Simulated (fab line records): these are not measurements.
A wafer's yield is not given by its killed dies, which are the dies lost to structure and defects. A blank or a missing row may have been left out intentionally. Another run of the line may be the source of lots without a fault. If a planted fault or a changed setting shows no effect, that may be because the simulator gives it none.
A struck lot beside a sound one ; flow sfq-line ; 14 out of 325 route steps
Sound: wafers L600.4, L600.5, L600.6. Struck: wafer L607.4 (L607.2, L607.6, from the same lot, were not struck and are left out); the cause is given at the end.
Order at every step that has rows: each side's tool, ch and its chambers, its first start. Under that, the readings that differ: sound wafers ; struck wafers ; difference of the means ; sigmas: that difference in standard deviations of wafers without a fault.
alike: words and numbers the same on both sides, and readings whose means are apart by under 2 such deviations; not compared: readings that were withheld, readings missing a value for some wafer, numbers with overlapping values and no deviation given by the record, and bounds like >300 which may hide the same value.
A row with sigmas, a row that says differs or no value, or rows on one side alone: a step with any of these is where the two part. Numbers that have no deviation but don't overlap get no sigmas and don't part them. A reading missing from all wafers of one side parts the sides only when that side holds two or more wafers.

first, 7 steps without rows for these wafers: SFQ_TRILAYER_JJ_CE_STRIP_SOLV_CLEAN_121 (cleans in NMP, time 600 s); SFQ_TRILAYER_M5_LITHO_COAT_128 (resist thk 62 nm); SFQ_TRILAYER_M5_LITHO_COAT_123 (resist thk 600 nm); SFQ_TRILAYER_M5_LITHO_SOFTBAKE_127; SFQ_TRILAYER_M5_LITHO_EXPOSE_124 (exposes mask M5, target cd 700 nm); SFQ_TRILAYER_M5_LITHO_PEB_126 (peb time 60 s); SFQ_TRILAYER_M5_LITHO_DEVELOP_125 (time 60 s).
SFQ_M5_OVL_MEAS_932:
  sound on overlay-02 at day 66 16:31; struck on overlay-02 at day 67 20:20
  alike: M5_OVL
SFQ_TRILAYER_M5_BARC_OPEN_METAL_ETCH_161: etches BARC in O2, target depth 125 nm, time 41.7 s.
  sound on rie-metal-03 ch 0,1, day 66 16:34; struck on rie-metal-04 ch 1, day 67 20:22
  alike: drypump-motor-current-A, he-backside-leak-sccm, oes-product-au
  not compared: rf-hours-counter-h
SFQ_TRILAYER_M5_ETCH_METAL_ETCH_126: etches Nb in Cl2/BCl3, stops on SiO2, time 203.2 s, target depth 265 nm.
  sound on rie-metal-03 ch 0,1, day 66 16:40; struck on rie-metal-04 ch 1, day 67 20:25
  alike: drypump-motor-current-A, he-backside-leak-sccm, oes-product-au
  not compared: rf-hours-counter-h
SFQ_TRILAYER_M5_STRIP_STRIP_127: strips in O2.
  sound on rie-metal-03 ch 0,1, day 66 16:59; struck on rie-metal-04 ch 1, day 67 20:37
  alike: drypump-motor-current-A, he-backside-leak-sccm, oes-product-au
  not compared: rf-hours-counter-h
then, 1 step without rows for these wafers: SFQ_TRILAYER_M5_STRIP_SOLV_CLEAN_128 (cleans in NMP, time 600 s).
SFQ_TRILAYER_A5B_DEP_PECVD_129: deposits SiO2 from SiH4/N2O, time 133.33 s, target thk 600 nm.
  sound on pecvd-01 ch 0,1,2, day 66 17:37; struck on pecvd-01 ch 1, day 67 21:23
reading;sound;struck;difference;sigmas
run-length-s (s);161.4 161.2 162.5;194.6;+32.9;+51
model.SiO2_of_TRILAYER_A5B_DEP_PECVD_129.thk-nm (nm);616.5 610.3 607.4;746.8;+135.4;
  alike: heater-power-w, throttle-valve-pct
  not compared: since-wet-clean-h
SFQ_TRILAYER_A5B_CMP_CMP_130: polishes, stops on Nb, target thk 340.7 nm.
  sound on cmp-02 ch 0,1,3, day 66 20:34; struck on cmp-02 ch 0, day 68 04:34
  alike: motor-current-A

## WHERE THEY PART
Only at SFQ_TRILAYER_A5B_DEP_PECVD_129, as far as this record shows. Later steps at which nothing parts them and some readings are alike: SFQ_TRILAYER_A5B_CMP_CMP_130.

WHY: what had been put in by the simulator
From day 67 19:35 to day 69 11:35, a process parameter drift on pecvd-01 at SFQ_TRILAYER_A5B_DEP_PECVD_129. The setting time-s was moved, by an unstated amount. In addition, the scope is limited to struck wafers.
